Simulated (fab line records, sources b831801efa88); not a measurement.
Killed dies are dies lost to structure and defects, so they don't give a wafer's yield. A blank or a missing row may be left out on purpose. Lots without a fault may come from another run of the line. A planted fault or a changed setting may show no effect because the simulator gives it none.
Which tool did it? | flow sky130 | 13 lots, 39 wafers sampled, at 4 steps of a route of 708

WHAT THE GAUGES READ, wafer by wafer
SKY_VT_ADJUST_HVTP_OVL_MEAS_08. Usual: VT_ADJUST_HVTP_OVL 0.6 nm, standard deviation 1.3.
lot  | measured     | on         | VT_ADJUST_HVTP_OVL (nm) | flag
L904 | day 6 02:39  | overlay-01 | -0.2 1.7 0.5            |
L905 | day 6 11:37  | overlay-02 | -0.5 0.0 -2.0           |
L906 | day 6 14:10  | overlay-01 | -0.5 -1.7 2.5           |
L907 | day 6 18:59  | overlay-01 | -0.6 -0.3 1.7           |
L909 | day 7 17:26  | overlay-02 | 1.8 1.0 2.0             |
L911 | day 8 03:20  | overlay-02 | -0.4 1.1 -0.1           |
L917 | day 9 19:00  | overlay-02 | -1.3 0.3 -0.7           |
L918 | day 9 22:02  | overlay-01 | 1.3 -0.6 0.9            |
L919 | day 9 23:50  | overlay-01 | 1.6 1.7 1.8             |
L920 | day 10 09:13 | overlay-01 | -0.1 1.5 0.0            |
L921 | day 10 14:56 | overlay-02 | -0.9 -0.5 0.1           |
L926 | day 12 12:49 | overlay-01 | 0.5 0.7 2.8             |
L924 | day 12 15:59 | overlay-02 | -0.9 -1.2 -0.8          |

SKY_VT_ADJUST_HVTR_OVL_MEAS_08. Usual: VT_ADJUST_HVTR_OVL 1.0 nm, standard deviation 1.5.
lot  | measured     | on         | VT_ADJUST_HVTR_OVL (nm) | flag
L904 | day 9 07:16  | overlay-01 | 0.9 0.0 -1.2            |
L905 | day 9 19:25  | overlay-01 | 0.9 1.5 0.0             |
L906 | day 9 22:52  | overlay-02 | 1.5 1.8 2.8             |
L907 | day 10 05:22 | overlay-01 | 2.8 0.6 1.9             |
L909 | day 11 07:04 | overlay-01 | 2.7 3.8 3.2             |
L911 | day 11 20:44 | overlay-01 | 1.2 2.3 3.2             |
L917 | day 13 19:26 | overlay-02 | 1.5 -1.6 3.4            |
L918 | day 13 22:18 | overlay-02 | 2.3 -1.0 1.5            |
L919 | day 13 23:58 | overlay-02 | -1.8 -2.1 -1.1          |
L920 | day 14 11:20 | overlay-02 | -1.6 1.7 -0.5           |
L921 | day 14 18:36 | overlay-02 | -0.9 -3.0 -0.4          |
L926 | day 17 00:40 | overlay-02 | 1.5 2.2 3.0             |
L924 | day 17 04:11 | overlay-01 | 1.7 1.8 0.9             |

WHICH TOOL RAN EACH LOT (tool, then ch and the chambers of the sampled wafers, then the start)
lot  | SKY_DNWELL_STRIP_08                 | SKY_PWDE_HMDS_01
L904 | plasma_asher-02 ch 0,1, day 3 06:34 | litho_track-01 ch 0, day 3 14:01
L905 | plasma_asher-04 ch 0,1, day 3 15:25 | litho_track-04 ch 0, day 3 23:02
L906 | plasma_asher-01 ch 0,1, day 3 18:34 | litho_track-02 ch 0, day 4 01:51
L907 | plasma_asher-02 ch 0,1, day 3 23:01 | litho_track-04 ch 0, day 4 06:28
L909 | plasma_asher-01 ch 0,1, day 4 16:38 | litho_track-01 ch 0, day 5 01:08
L911 | plasma_asher-02 ch 0,1, day 5 02:16 | litho_track-04 ch 0, day 5 10:46
L917 | plasma_asher-02 ch 0,1, day 6 11:14 | litho_track-01 ch 0, day 6 19:04
L918 | plasma_asher-04 ch 1, day 6 12:16   | litho_track-01 ch 0, day 6 19:59
L919 | plasma_asher-02 ch 0,1, day 6 14:04 | litho_track-04 ch 0, day 6 21:43
L920 | plasma_asher-04 ch 0,1, day 6 20:10 | litho_track-04 ch 0, day 7 06:01
L921 | plasma_asher-01 ch 0,1, day 7 01:40 | litho_track-04 ch 0, day 7 11:29
L926 | plasma_asher-04 ch 0,1, day 8 18:13 | litho_track-04 ch 0, day 9 04:10
L924 | plasma_asher-02 ch 1, day 8 18:55   | litho_track-02 ch 0, day 9 05:26
- SKY_DNWELL_STRIP_08: strips in O2/N2.
- SKY_PWDE_HMDS_01: prime time 60 s.

WHAT THE TOOLS THEMSELVES READ (means of the sampled wafers that have a number; where no wafer has one, the mark that the record gives instead)
SKY_DNWELL_STRIP_08. Usual: drypump_motor_current_A 5.8 A, standard deviation 0.38; oes_product_au 0.722 a.u., standard deviation 0.0048; strip_time_to_endpoint_s 36.98 s, standard deviation 0.098.
lot  | tool            | drypump_motor_current_A (A) | oes_product_au (a.u.) | strip_time_to_endpoint_s (s) | flag
L904 | plasma_asher-02 | 5.9                         | 0.725                 | 36.91                        |
L905 | plasma_asher-04 | 5.9                         | 0.722                 | 36.99                        |
L906 | plasma_asher-01 | 5.2                         | 0.724                 | 36.97                        |
L907 | plasma_asher-02 | 5.9                         | 0.717                 | 37.05                        |
L909 | plasma_asher-01 | 5.3                         | 0.726                 | 37.03                        |
L911 | plasma_asher-02 | 6.2                         | 0.719                 | 37.06                        |
L917 | plasma_asher-02 | 5.9                         | 0.722                 | 36.88                        |
L918 | plasma_asher-04 | 5.8                         | 0.725                 | 37.04                        |
L919 | plasma_asher-02 | 6.1                         | 0.721                 | 36.85                        |
L920 | plasma_asher-04 | 5.9                         | 0.722                 | 37.09                        |
L921 | plasma_asher-01 | 5.3                         | 0.724                 | 36.87                        |
L926 | plasma_asher-04 | 5.9                         | 0.727                 | 36.99                        |
L924 | plasma_asher-02 | 5.7                         | 0.720                 | 37.16                        |

SKY_PWDE_HMDS_01. Usual: prime_temp_c 120.00 C, standard deviation 0.12.
lot  | tool           | prime_temp_c (C) | flag
L904 | litho_track-01 | 119.92           |
L905 | litho_track-04 | 119.95           |
L906 | litho_track-02 | 120.03           |
L907 | litho_track-04 | 119.98           |
L909 | litho_track-01 | 119.93           |
L911 | litho_track-04 | 120.03           |
L917 | litho_track-01 | 118.19           | OFF
L918 | litho_track-01 | 118.25           | OFF
L919 | litho_track-04 | 119.94           |
L920 | litho_track-04 | 119.87           |
L921 | litho_track-04 | 120.30           |
L926 | litho_track-04 | 120.11           |
L924 | litho_track-02 | 120.01           |

THE ANSWER, worked out from the rows above alone
Rule: a lot is off if the mean of its wafers that have a number lies more than 3 standard deviations from the usual mean. A lot without any number at a reading at which 4 lots or more have one is off too. The other lots that the step has rows for count as sound. The gauges are gone through in route order, then the tools' own readings, and for those a lot's mean is taken as printed above. The first step at which some lot is off is used, and at that step the reading that is off furthest; a lot without a number counts as furthest.
Off: L917, L918, at SKY_PWDE_HMDS_01 (prime_temp_c).
A tool fits if, at that step or a process step before it, it ran every lot that is off, and no sound lot after the first of them. One fits: litho_track-01 at SKY_PWDE_HMDS_01. Its last sound lot is L909 (day 5 01:08), its first lot that is off L917 (day 6 19:04): a fault that began between those two fits.
The tool's own readings at SKY_PWDE_HMDS_01 bear it out: on the lots that are off they differ by more than 5 times the standard deviation of the sound lots' means. prime_temp_c reads 118.22 C there against 120.01 C on the sound lots.

WHAT THE SIMULATOR HAD PUT IN
Process parameter drift: litho_track-01, from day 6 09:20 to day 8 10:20, at SKY_PWDE_HMDS_01. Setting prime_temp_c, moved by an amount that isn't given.
Lots struck among those shown: L917, L918. The rule above found the same.
